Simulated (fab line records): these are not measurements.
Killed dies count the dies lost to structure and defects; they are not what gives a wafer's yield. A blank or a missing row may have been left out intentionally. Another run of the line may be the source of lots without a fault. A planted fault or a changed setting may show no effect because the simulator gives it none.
The tool behind it: which one? :: flow sky130 :: Sampling: 12 lots, 36 wafers, 2 of 708 route steps

## WHAT EACH GAUGE READ, for each wafer
SKY_LOCAL_INTERCONNECT_CD_MEAS_11: target cd 170 nm.
lot: L075
measured: day 31 06:00
on: cd sem-02
cd nm (nm): 171.4 171.8 170.9

lot: L077
measured: day 31 23:19
on: cd sem-01
cd nm (nm): 170.6 170.6 170.1

lot: L079
measured: day 32 18:53
on: cd sem-02
cd nm (nm): 172.2 172.9 174.3

lot: L082
measured: day 33 15:19
on: cd sem-01
cd nm (nm): 170.2 170.3 170.8

lot: L083
measured: day 34 00:17
on: cd sem-01
cd nm (nm): 170.5 170.3 171.7

lot: L086
measured: day 34 13:53
on: cd sem-01
cd nm (nm): 169.9 170.9 170.8

lot: L085
measured: day 34 15:44
on: cd sem-01
cd nm (nm): 167.5 166.8 167.4

lot: L089
measured: day 35 11:15
on: cd sem-01
cd nm (nm): 169.3 169.4 169.5

lot: L091
measured: day 36 05:14
on: cd sem-01
cd nm (nm): 171.5 170.6 170.5

lot: L094
measured: day 36 16:07
on: cd sem-01
cd nm (nm): 171.4 174.7 170.6

lot: L095
measured: day 37 05:59
on: cd sem-01
cd nm (nm): 168.9 171.6 169.7

lot: L097
measured: day 37 15:20
on: cd sem-02
cd nm (nm): 169.9 168.8 172.5

## EACH LOT AND THE TOOL THAT RAN IT (in order: tool; ch and the chambers of the sampled wafers; start)
lot: L075
SKY_LI_CONTACT_CVD_21: cvd w-01 ch 0,1, day 30 02:22

lot: L077
SKY_LI_CONTACT_CVD_21: cvd w-02 ch 0,1, day 30 19:23

lot: L079
SKY_LI_CONTACT_CVD_21: cvd w-02 ch 0, day 31 15:43

lot: L082
SKY_LI_CONTACT_CVD_21: cvd w-01 ch 0,1, day 32 11:43

lot: L083
SKY_LI_CONTACT_CVD_21: cvd w-01 ch 0,1, day 32 20:26

lot: L086
SKY_LI_CONTACT_CVD_21: cvd w-02 ch 0,1, day 33 09:46

lot: L085
SKY_LI_CONTACT_CVD_21: cvd w-01 ch 0,1, day 33 11:47

lot: L089
SKY_LI_CONTACT_CVD_21: cvd w-02 ch 0,1, day 34 07:37

lot: L091
SKY_LI_CONTACT_CVD_21: cvd w-02 ch 0,1, day 35 02:04

lot: L094
SKY_LI_CONTACT_CVD_21: cvd w-02 ch 0,1, day 35 12:36

lot: L095
SKY_LI_CONTACT_CVD_21: cvd w-01 ch 0,1, day 36 03:49

lot: L097
SKY_LI_CONTACT_CVD_21: cvd w-02 ch 0,1, day 36 12:57
- SKY_LI_CONTACT_CVD_21: deposits W, target thk 400 nm, time 120.56 s.

## THE ANSWER, worked out from the rows above alone
Rule: what is usual is taken from the lots themselves. Put in order of their means at a reading, lots are off if they are a third of the lots or fewer, leave a main group of 4 or more, and stand apart from it by a gap of 3 or more times the standard deviation of the main group's means; of several such gaps the widest counts. A main group whose means are all the same, to the digits that the tables above print for the reading, isn't used. A lot without any number at a reading at which 4 lots or more have one is off too. The other lots that the step has rows for count as sound.
Nothing can be told from this: no lot is off at any reading shown.

## WHAT THE SIMULATOR PUT IN
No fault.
